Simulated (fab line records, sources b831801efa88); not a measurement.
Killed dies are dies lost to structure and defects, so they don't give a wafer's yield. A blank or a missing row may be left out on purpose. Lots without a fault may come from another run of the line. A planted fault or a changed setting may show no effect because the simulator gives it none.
Problem report in the 8D (eight disciplines) form, filled by code | flow sky130 | the parts of the form that need people (team, actions taken, sign-off) are left out

1. THE PROBLEM
LDD_HVP_TW at SKY_LDD_HVP_TW_MEAS_10 reads a mean of 490.7 on 6 wafers of 2 lots; wafers without a fault read 454.4 with a standard deviation of 2.9. That is +13 standard deviations from the usual mean.
First seen on wafer L343.1, day 27 08:07, on film_metro-01. The record holds 36 wafers of 12 lots with a number at this step. Rule for "out", or "out of limits": more than 4 standard deviations from the usual mean. The other wafers with a number count as sound.

2. WHAT IT IS AND WHAT IT IS NOT
question                    | is                     | is not
which readings at this step | LDD_HVP_TW             | -
which lots                  | L343, L344             | L328, L329, L333, L334, L335, L342, L345, L346, L349, L351
which wafers of those lots  | all that have a number | -
read on which gauges        | film_metro-01          | film_metro-03, film_metro-04
when                        | from day 27 08:07      | up to then (18 sound wafers); but 12 sound wafers of L345, L346, L349, L351 came after

3. SUSPECTS, AND WHAT RULES EACH OUT
Counting: a tool at a process step up to the reading stays a suspect if it ran every lot that is out and no sound lot after the first of them.
- the gauge at SKY_LDD_HVP_TW_MEAS_10: ruled out. All the wafers that are out were read on film_metro-01, but those of them that SKY_LDD_HVP_IMPLANT_08 has rows for are out there too, on other tools.
- implanter-02 at SKY_LDD_HVP_IMPLANT_08: ruled out as a lasting fault. Sound lots L351 ran on it after its first lot that is out, L343 (day 27 07:52).
Left after counting: nothing in the record.

4. THE CAUSE (what the simulator had put in)
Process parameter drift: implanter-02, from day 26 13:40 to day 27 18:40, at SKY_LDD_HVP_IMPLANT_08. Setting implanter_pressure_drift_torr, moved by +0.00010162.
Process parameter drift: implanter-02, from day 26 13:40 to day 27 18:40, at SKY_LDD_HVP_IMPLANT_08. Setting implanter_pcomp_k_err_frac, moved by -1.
Counting ruled it out, wrongly: the rule takes a fault to strike every lot that its tool runs from its start on, and this one did not.

5. THE CHAIN OF EFFECTS, in route order
Each row: a reading whose mean over the struck wafers that have a number lies more than 3 standard deviations from the usual. Only readings for which the record gives a usual standard deviation are gone through. hours: the time from each lot's start at the first step in this table that gives one to its start at this step, as a median over the lots. sigmas: the change in usual standard deviations.
hours | step                   | reading                   | usual         | on struck wafers | change    | sigmas
0     | SKY_LDD_HVP_IMPLANT_08 | beam_on_s                 | 9.97 s        | 12.19            | +2.22     | +10
0     | SKY_LDD_HVP_IMPLANT_08 | end_station_pressure_torr | 5.09e-06 Torr | 1.08e-04         | +1.03e-04 | +99 or more
0     | SKY_LDD_HVP_IMPLANT_08 | faraday_current_uA        | 96.2          | 79.3             | -16.9     | -8.0
0     | SKY_LDD_HVP_TW_MEAS_10 | LDD_HVP_TW                | 454.4         | 490.7            | +36.3     | +13
The process steps in it:
- SKY_LDD_HVP_IMPLANT_08

6. WHAT WOULD HAVE CAUGHT IT SOONER
In this record the first reading out of limits at a measuring or inspecting step was taken at day 27 08:07, 18 hours after the fault began at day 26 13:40.
The tool's own readings at SKY_LDD_HVP_IMPLANT_08 were out on every struck wafer that the step has a row for (beam_on_s, end_station_pressure_torr, faraday_current_uA): an alarm limit on them would have fired on the first of those.
